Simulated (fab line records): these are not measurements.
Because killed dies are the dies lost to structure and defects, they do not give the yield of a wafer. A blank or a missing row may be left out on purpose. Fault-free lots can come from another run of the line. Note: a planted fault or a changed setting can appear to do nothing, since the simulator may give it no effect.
fab line records ; flow sfq_line
[record] lots = 13; wafers = 39; last_day = 78
route steps=325 shown I4@173 M5@206 R5@214 M7@282
lots that met no fault: taken from a fault-free run of the same line
start_h: start of the lot's first displayed wafer, in hours after the record's first day ; wait_h: time in hours since the lot's previous step ; " as in the row above ; L1.1+2: a row that stands for several wafers ; - either no value or no given start ; * or withheld: withheld ; < > ~ a bound
route shown NAME@n: a module of which the file shows steps, and the number in the route of the first ; usual: the fault-free wafers' mean and standard deviation ; same: alike in all rows ; chamber/n: place in a boat ; sites: readings site by site ; _std_site: the values' standard deviation ; _edge_site: the outer-site mean with the inner-site mean subtracted ; radius_mm: how far each site lies from the wafer's centre ; mask NAME#n: copy n ; behind: tool/chamber where the wafer was last shaped ; hold: reason for holding the lot/hours on hold/outcome of the hold ; device: names the non-switching transistor (n, p or np) ; end of line: tests of these same wafers at the route's end ; for a step that has no rows: nothing shown but its recipe ; killed: dies that structure and defects cost at the first sort, which is not the same as the wafer's yield ; map: per-die view of a wafer (x killed, . not killed, _ where there is no die)
set.NAME: the setting that was run; set.NAME@STEP: the one run at that earlier step ; model.NAME: the simulator's own value behind a step, which no gauge read
a sample of lots followed through the steps of the route, with each step as a table and each wafer as a row
services: a tool's chamber out of use, with start hour (start_h, from the record's first day; less than 0 if before it), hours out, and reason
[[steps]]
[step SFQ_I4_OVL_MEAS_928]
[usual] I4_OVL = 1/5.2
lot.wafer;tool;chamber;start_h;wait_h;I4_OVL[nm]
L773.1;overlay-02;-;937.72;0.1;-4
L773.2;overlay-02;-;937.72;0.1;13
L773.6;overlay-02;-;937.72;0.1;7
L774.2;overlay-02;-;947.33;0.1;-2
L774.3;overlay-02;-;947.33;0.1;8
L774.6;overlay-02;-;947.33;0.1;-4
L775.2;overlay-01;-;955.73;0.1;5
L775.3;overlay-01;-;955.73;0.1;-4
L775.6;overlay-01;-;955.73;0.1;1
L776.1;overlay-02;-;967.72;0.1;4
L776.2;overlay-02;-;967.72;0.1;2
L776.3;overlay-02;-;967.72;0.1;4
L777.3;overlay-02;-;992.93;0.1;0
L777.5;overlay-02;-;992.93;0.1;3
L777.6;overlay-02;-;992.93;0.1;5
L778.1;overlay-02;-;1000.12;0.1;-6
L778.3;overlay-02;-;1000.12;0.1;-3
L778.6;overlay-02;-;1000.12;0.1;0
L779.1;overlay-02;-;1008.52;0.1;5
L779.4;overlay-02;-;1008.52;0.1;0
L779.5;overlay-02;-;1008.52;0.1;-1
L780.3;overlay-02;-;1024.23;0.1;1
L780.5;overlay-02;-;1024.23;0.1;5
L780.6;overlay-02;-;1024.23;0.1;1
L782.1;overlay-02;-;1037.42;0.1;8
L782.2;overlay-02;-;1037.42;0.1;10
L782.6;overlay-02;-;1037.42;0.1;4
L789.1;overlay-01;-;1091.26;0.1;-2
L789.3;overlay-01;-;1091.26;0.1;-2
L789.6;overlay-01;-;1091.26;0.1;0
L793.1;overlay-02;-;1129.17;0.1;-2
L793.3;overlay-02;-;1129.17;0.1;-2
L793.4;overlay-02;-;1129.17;0.1;9
L794.1;overlay-02;-;1130.37;0.1;8
L794.4;overlay-02;-;1130.37;0.1;8
L794.5;overlay-02;-;1130.37;0.1;3
L796.3;overlay-02;-;1139.98;0.1;3
L796.4;overlay-02;-;1139.98;0.1;-4
L796.6;overlay-02;-;1139.98;0.1;-8
[step SFQ_TRILAYER_M5_ETCH_METAL_ETCH_126]
[recipe] target = Nb; stop_on = SiO2; mask_material = PR; over_etch_frac = 0.15; time_s = 203.2; chemistry = Cl2/BCl3; target_depth_nm = 265; icp_w = 600; bias_w = 80; pressure_mtorr = 10
[usual] drypump_motor_current_A = 6.0/0.34; oes_product_au = 0.730/0.0065
lot.wafer;tool;chamber;start_h;wait_h;drypump_motor_current_A;oes_product_au;rf_hours_counter_h
L773.1;rie_metal-01;1;1057.55;0.0;6.3;0.723;166
L773.2;rie_metal-01;0;1057.55;0.0;6.2;0.731;5
L773.6;rie_metal-01;1;1057.55;0.0;6.3;0.727;-
L774.2;rie_metal-02;1;1068.35;0.0;5.7;0.719;11
L774.3;rie_metal-02;1;1068.35;0.0;5.7;0.726;-
L774.6;rie_metal-02;1;1068.35;0.0;5.8;0.734;-
L775.2;rie_metal-03;1;1076.75;0.0;6.6;0.733;136
L775.3;rie_metal-03;0;1076.75;0.0;5.9;0.723;-
L775.6;rie_metal-03;1;1076.75;0.0;6.6;0.719;-
L776.1;rie_metal-03;1;1085.15;0.0;6.6;0.724;137
L776.2;rie_metal-03;0;1085.15;0.0;5.9;0.726;5
L776.3;rie_metal-03;1;1085.15;0.0;6.6;0.733;-
L777.3;rie_metal-01;0;1112.81;0.1;6.2;0.736;-
L777.5;rie_metal-01;1;1112.81;0.1;6.3;0.739;-
L777.6;rie_metal-01;0;1112.81;0.1;6.2;0.740;-
L778.1;rie_metal-02;0;1122.35;0.0;5.6;0.740;108
L778.3;rie_metal-02;0;1122.35;0.0;5.5;0.741;-
L778.6;rie_metal-02;0;1122.35;0.0;5.6;0.732;-
L779.1;rie_metal-03;0;1136.75;0.0;5.9;0.731;15
L779.4;rie_metal-03;1;1136.75;0.0;6.6;0.750;-
L779.5;rie_metal-03;0;1136.75;0.0;5.9;0.737;-
L780.3;rie_metal-02;1;1145.21;0.1;5.7;0.715;-
L780.5;rie_metal-02;1;1145.21;0.1;5.8;0.726;-
L780.6;rie_metal-02;0;1145.21;0.1;5.6;0.727;-
L782.1;rie_metal-01;1;1164.35;0.0;6.3;0.735;5
L782.2;rie_metal-01;0;1164.35;0.0;6.2;0.737;28
L782.6;rie_metal-01;0;1164.35;0.0;6.2;0.736;-
L789.1;rie_metal-03;1;1207.35;0.0;6.6;0.732;159
L789.3;rie_metal-03;1;1207.35;0.0;6.6;0.726;-
L789.6;rie_metal-03;0;1207.35;0.0;5.9;0.729;-
L793.1;rie_metal-03;0;1241.35;0.1;5.9;0.736;34
L793.3;rie_metal-03;0;1241.35;0.1;5.9;0.728;-
L793.4;rie_metal-03;0;1241.35;0.1;5.9;0.728;-
L794.1;rie_metal-01;0;1242.49;0.0;6.2;0.729;41
L794.4;rie_metal-01;0;1242.49;0.0;6.2;0.735;-
L794.5;rie_metal-01;1;1242.49;0.0;6.3;0.741;-
L796.3;rie_metal-02;0;1252.16;0.1;5.6;0.728;-
L796.4;rie_metal-02;1;1252.16;0.1;5.8;0.733;-
L796.6;rie_metal-02;1;1252.16;0.1;5.7;0.734;-
[step SFQ_TRILAYER_R5_DEP_SPUTTER_134]
[recipe] material = Ti; base_pressure_pa = 1.33e-06; target_thk_nm = 5; power_w = 2000; time_s = 5; chamber_pressure_pa = 0.4
[usual] throttle_valve_pct = 30.2/0.7
lot.wafer;tool;chamber;start_h;wait_h;throttle_valve_pct
L773.1;pvd_sputter-05;-;1130.48;0.0;30.4
L773.2;pvd_sputter-05;-;1130.48;0.0;30.1
L773.6;pvd_sputter-05;-;1130.48;0.0;30.0
L774.2;pvd_sputter-03;-;1140.78;0.0;30.8
L774.3;pvd_sputter-03;-;1140.78;0.0;29.8
L774.6;pvd_sputter-03;-;1140.78;0.0;30.1
L775.2;pvd_sputter-04;-;1149.78;0.0;30.0
L775.3;pvd_sputter-04;-;1149.78;0.0;29.8
L775.6;pvd_sputter-04;-;1149.78;0.0;29.7
L776.1;pvd_sputter-03;-;1158.91;0.0;29.8
L776.2;pvd_sputter-03;-;1158.91;0.0;31.4
L776.3;pvd_sputter-03;-;1158.91;0.0;31.1
L777.3;pvd_sputter-03;-;1183.01;0.0;31.0
L777.5;pvd_sputter-03;-;1183.01;0.0;30.9
L777.6;pvd_sputter-03;-;1183.01;0.0;31.3
L778.1;pvd_sputter-03;-;1195.01;0.0;29.7
L778.3;pvd_sputter-03;-;1195.01;0.0;30.0
L778.6;pvd_sputter-03;-;1195.01;0.0;29.6
L779.1;pvd_sputter-05;-;1205.66;0.0;30.1
L779.4;pvd_sputter-05;-;1205.66;0.0;30.4
L779.5;pvd_sputter-05;-;1205.66;0.0;29.2
L780.3;pvd_sputter-03;-;1216.01;0.0;29.9
L780.5;pvd_sputter-03;-;1216.01;0.0;29.3
L780.6;pvd_sputter-03;-;1216.01;0.0;30.8
L782.1;pvd_sputter-03;-;1232.66;0.0;31.2
L782.2;pvd_sputter-03;-;1232.66;0.0;30.9
L782.6;pvd_sputter-03;-;1232.66;0.0;29.5
L789.1;pvd_sputter-05;-;1272.66;0.0;30.0
L789.3;pvd_sputter-05;-;1272.66;0.0;30.3
L789.6;pvd_sputter-05;-;1272.66;0.0;30.0
L793.1;pvd_sputter-05;-;1298.99;0.0;29.6
L793.3;pvd_sputter-05;-;1298.99;0.0;30.0
L793.4;pvd_sputter-05;-;1298.99;0.0;30.4
L794.1;pvd_sputter-04;-;1299.83;0.0;30.0
L794.4;pvd_sputter-04;-;1299.83;0.0;30.2
L794.5;pvd_sputter-04;-;1299.83;0.0;28.5
L796.3;pvd_sputter-03;-;1308.93;0.0;31.2
L796.4;pvd_sputter-03;-;1308.93;0.0;31.0
L796.6;pvd_sputter-03;-;1308.93;0.0;30.8
[step SFQ_TRILAYER_M7_DEP_SPUTTER_175]
[recipe] material = Nb; base_pressure_pa = 1.33e-06; chamber_pressure_pa = 0.1333; substrate_temp_c = 20; target_thk_nm = 200; power_w = 2000; time_s = 133.3
[usual] throttle_valve_pct = 29.6/0.67
lot.wafer;tool;chamber;start_h;wait_h;throttle_valve_pct
L773.1;pvd_sputter-04;-;1472.11;0.0;30.6
L773.2;pvd_sputter-04;-;1472.11;0.0;30.3
L773.6;pvd_sputter-04;-;1472.11;0.0;28.8
L774.2;pvd_sputter-05;-;1479.31;0.0;29.5
L774.3;pvd_sputter-05;-;1479.31;0.0;30.4
L774.6;pvd_sputter-05;-;1479.31;0.0;29.8
L775.2;pvd_sputter-05;-;1486.51;0.0;30.0
L775.3;pvd_sputter-05;-;1486.51;0.0;30.2
L775.6;pvd_sputter-05;-;1486.51;0.0;29.8
L776.1;pvd_sputter-05;-;1498.51;0.0;29.9
L776.2;pvd_sputter-05;-;1498.51;0.0;30.1
L776.3;pvd_sputter-05;-;1498.51;0.0;30.1
L777.3;pvd_sputter-06;-;1510.51;0.0;29.2
L777.5;pvd_sputter-06;-;1510.51;0.0;28.1
L777.6;pvd_sputter-06;-;1510.51;0.0;29.5
L778.1;pvd_sputter-04;-;1516.51;0.0;29.4
L778.3;pvd_sputter-04;-;1516.51;0.0;30.1
L778.6;pvd_sputter-04;-;1516.51;0.0;28.5
L779.1;pvd_sputter-04;-;1526.11;0.0;29.8
L779.4;pvd_sputter-04;-;1526.11;0.0;28.8
L779.5;pvd_sputter-04;-;1526.11;0.0;30.3
L780.3;pvd_sputter-04;-;1536.91;0.0;30.4
L780.5;pvd_sputter-04;-;1536.91;0.0;30.0
L780.6;pvd_sputter-04;-;1536.91;0.0;30.7
L782.1;pvd_sputter-04;-;1554.63;0.0;30.4
L782.2;pvd_sputter-04;-;1554.63;0.0;29.9
L782.6;pvd_sputter-04;-;1554.63;0.0;30.3
L789.1;pvd_sputter-05;-;1583.78;0.0;29.5
L789.3;pvd_sputter-05;-;1583.78;0.0;29.9
L789.6;pvd_sputter-05;-;1583.78;0.0;30.5
L793.1;pvd_sputter-06;-;1600.04;0.0;29.8
L793.3;pvd_sputter-06;-;1600.04;0.0;29.9
L793.4;pvd_sputter-06;-;1600.04;0.0;29.3
L794.1;pvd_sputter-06;-;1601.24;0.0;29.5
L794.4;pvd_sputter-06;-;1601.24;0.0;29.9
L794.5;pvd_sputter-06;-;1601.24;0.0;29.8
L796.3;pvd_sputter-04;-;1610.84;0.0;30.0
L796.4;pvd_sputter-04;-;1610.84;0.0;30.5
L796.6;pvd_sputter-04;-;1610.84;0.0;28.5
[step SFQ_M7_RS_MEAS_943]
[recipe] thk_meas_gauge = four-point-probe; reads = Nb_of_TRILAYER_M7_DEP_SPUTTER_175
[usual] M7_NB_RS = 0.895/0.012
lot.wafer;tool;chamber;start_h;wait_h;hold;M7_NB_RS[ohm/sq]
L773.1;film_metro-02;-;1472.20;0.0;-;0.905
L773.2;film_metro-02;-;1472.20;0.0;-;0.910
L773.6;film_metro-02;-;1472.20;0.0;-;0.913
L774.2;film_metro-04;-;1479.42;0.1;-;0.892
L774.3;film_metro-04;-;1479.42;0.1;-;0.893
L774.6;film_metro-04;-;1479.42;0.1;-;0.900
L775.2;film_metro-02;-;1486.62;0.1;-;0.898
L775.3;film_metro-02;-;1486.62;0.1;-;0.899
L775.6;film_metro-02;-;1486.62;0.1;-;0.908
L776.1;film_metro-04;-;1498.60;0.0;-;0.895
L776.2;film_metro-04;-;1498.60;0.0;-;0.891
L776.3;film_metro-04;-;1498.60;0.0;-;0.899
L777.3;film_metro-04;-;1510.64;0.1;-;0.888
L777.5;film_metro-04;-;1510.64;0.1;-;0.858
L777.6;film_metro-04;-;1510.64;0.1;-;0.892
L778.1;film_metro-01;-;1516.60;0.0;-;0.903
L778.3;film_metro-01;-;1516.60;0.0;-;0.895
L778.6;film_metro-01;-;1516.60;0.0;-;0.891
L779.1;film_metro-01;-;1526.20;0.0;-;0.908
L779.4;film_metro-01;-;1526.20;0.0;-;0.908
L779.5;film_metro-01;-;1526.20;0.0;-;0.911
L780.3;film_metro-01;-;1537.04;0.1;-;0.894
L780.5;film_metro-01;-;1537.04;0.1;-;0.893
L780.6;film_metro-01;-;1537.04;0.1;-;0.892
L782.1;film_metro-04;-;1554.72;0.0;-;0.896
L782.2;film_metro-04;-;1554.72;0.0;-;0.894
L782.6;film_metro-04;-;1554.72;0.0;-;0.900
L789.1;film_metro-01;-;1583.87;0.0;await_dispo/0.2h/release;0.887
L789.3;film_metro-01;-;1583.87;0.0;await_dispo/0.2h/release;0.894
L789.6;film_metro-01;-;1583.87;0.0;await_dispo/0.2h/release;0.602
L789.1;film_metro-01;-;1584.15;0.3;-;0.887
L789.3;film_metro-01;-;1584.15;0.3;-;0.890
L789.6;film_metro-01;-;1584.15;0.3;-;0.602
L793.1;film_metro-02;-;1600.13;0.0;-;0.883
L793.3;film_metro-02;-;1600.13;0.0;-;0.896
L793.4;film_metro-02;-;1600.13;0.0;-;0.892
L794.1;film_metro-04;-;1601.33;0.0;-;0.891
L794.4;film_metro-04;-;1601.33;0.0;-;0.874
L794.5;film_metro-04;-;1601.33;0.0;-;0.878
L796.3;film_metro-01;-;1610.97;0.1;-;0.883
L796.4;film_metro-01;-;1610.97;0.1;-;0.884
L796.6;film_metro-01;-;1610.97;0.1;-;0.875
[step SFQ_TRILAYER_M7_ETCH_METAL_ETCH_180]
[recipe] target = Nb; stop_on = SiO2; mask_material = PR; chemistry = Cl2/Ar; target_depth_nm = 240; icp_w = 600; bias_w = 80; pressure_mtorr = 10; time_s = 120
[usual] drypump_motor_current_A = 5.94/0.29; oes_product_au = 0.892/0.0092
lot.wafer;tool;chamber;start_h;wait_h;drypump_motor_current_A;oes_product_au;rf_hours_counter_h
L773.1;rie_metal-03;0;1476.38;0.1;5.88;0.883;90
L773.2;rie_metal-03;0;1476.38;0.1;5.91;0.886;-
L773.6;rie_metal-03;0;1476.38;0.1;5.90;0.882;-
L774.2;rie_metal-04;0;1483.52;0.0;5.82;0.899;85
L774.3;rie_metal-04;1;1483.52;0.0;6.09;0.904;-
L774.6;rie_metal-04;0;1483.52;0.0;5.83;0.887;-
L775.2;rie_metal-04;1;1490.72;0.0;6.10;0.889;114
L775.3;rie_metal-04;1;1490.72;0.0;6.04;0.900;-
L775.6;rie_metal-04;1;1490.72;0.0;6.07;0.882;-
L776.1;rie_metal-02;0;1502.57;0.0;5.60;0.889;3
L776.2;rie_metal-02;1;1502.57;0.0;5.78;0.894;99
L776.3;rie_metal-02;0;1502.57;0.0;5.55;0.884;-
L777.3;rie_metal-03;0;1513.27;0.1;5.91;0.888;-
L777.5;rie_metal-03;0;1513.27;0.1;5.92;0.922;-
L777.6;rie_metal-03;0;1513.27;0.1;5.90;0.891;-
L778.1;rie_metal-02;0;1524.93;0.0;5.52;0.885;7
L778.3;rie_metal-02;0;1524.93;0.0;5.57;0.886;-
L778.6;rie_metal-02;1;1524.93;0.0;5.79;0.893;-
L779.1;rie_metal-04;1;1533.33;0.0;6.06;0.882;122
L779.4;rie_metal-04;1;1533.33;0.0;6.03;0.880;-
L779.5;rie_metal-04;0;1533.33;0.0;5.83;0.875;-
L780.3;rie_metal-02;0;1542.98;0.1;5.58;0.899;-
L780.5;rie_metal-02;1;1542.98;0.1;5.73;0.890;-
L780.6;rie_metal-02;0;1542.98;0.1;5.57;0.900;-
L782.1;rie_metal-04;1;1557.66;0.0;6.09;0.890;126
L782.2;rie_metal-04;0;1557.66;0.0;5.81;0.890;98
L782.6;rie_metal-04;0;1557.66;0.0;5.83;0.894;-
L789.1;rie_metal-03;1;1684.49;0.0;6.56;0.890;36
L789.3;rie_metal-03;0;1684.49;0.0;5.88;0.896;-
L789.6;rie_metal-03;0;1684.49;0.0;5.92;0.998;-
L793.1;rie_metal-03;1;1697.81;0.0;6.58;0.900;38
L793.3;rie_metal-03;1;1697.81;0.0;6.59;0.893;-
L793.4;rie_metal-03;0;1697.81;0.0;5.91;0.897;-
L794.1;rie_metal-04;0;1699.01;0.0;5.82;0.889;116
L794.4;rie_metal-04;0;1699.01;0.0;5.85;0.904;-
L794.5;rie_metal-04;0;1699.01;0.0;5.85;0.907;-
L796.3;rie_metal-02;1;1705.05;0.1;5.79;0.898;-
L796.4;rie_metal-02;0;1705.05;0.1;5.57;0.900;-
L796.6;rie_metal-02;1;1705.05;0.1;5.77;0.895;-
[[services]]
tool;chamber;start_h;hours;kind
rie_metal-04;-;1066.67;2.8;pm
rie_metal-03;-;1077.54;2.8;pm
pvd_sputter-04;-;1108.55;2.1;repair
pvd_sputter-05;-;1108.72;1.8;repair
rie_metal-02;-;1162.14;0.8;repair
rie_metal-02;-;1173.36;0.6;repair
pvd_sputter-04;-;1181.06;5.3;repair
pvd_sputter-05;-;1226.58;5.2;repair
pvd_sputter-05;-;1261.54;3.7;repair
rie_metal-03;1;1286.99;6.8;repair
pvd_sputter-05;-;1291.68;5.0;repair
rie_metal-02;0;1338.55;10.3;repair
pvd_sputter-04;-;1342.84;2.0;repair
pvd_sputter-04;-;1343.25;4.9;repair
pvd_sputter-04;-;1382.39;9.0;repair
rie_metal-03;1;1388.62;155.9;repair
pvd_sputter-03;-;1441.80;4.8;repair
rie_metal-03;-;1465.20;0.3;repair
rie_metal-02;-;1520.03;0.5;repair
pvd_sputter-03;-;1543.24;5.6;repair
pvd_sputter-05;-;1551.38;5.4;repair
pvd_sputter-05;-;1597.69;8.8;repair
pvd_sputter-04;-;1598.96;4.0;repair
rie_metal-02;-;1651.00;14.6;pm
[[key]]
[first_sign] step = SFQ_M7_RS_MEAS_943; reading = visit; direction = added
[effect] step = SFQ_M7_RS_MEAS_943; reading = M7_NB_RS; direction = down; sigmas = 24; usual = 0.895; struck = 0.602
[effect] step = SFQ_TRILAYER_M7_ETCH_METAL_ETCH_180; reading = oes_product_au; direction = up; sigmas = 12; usual = 0.892; struck = 0.998
met_at SFQ_TRILAYER_M7_DEP_SPUTTER_175
struck_lots L789
struck_wafers L789.6
not_acting_at SFQ_I4_OVL_MEAS_928,SFQ_TRILAYER_M5_ETCH_METAL_ETCH_126,SFQ_TRILAYER_R5_DEP_SPUTTER_134
onset_between 1498.51 1583.78
[fault] kind = process_parameter_drift; tool = pvd_sputter-05; chamber = -; onset_h = 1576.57; steps = SFQ_TRILAYER_M7_DEP_SPUTTER_175; channel = target_thk_nm; offset = 94.071; shape = step; end_h = 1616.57; acts_in = these_recipes_only; stated = 200; scope = struck_wafers_only
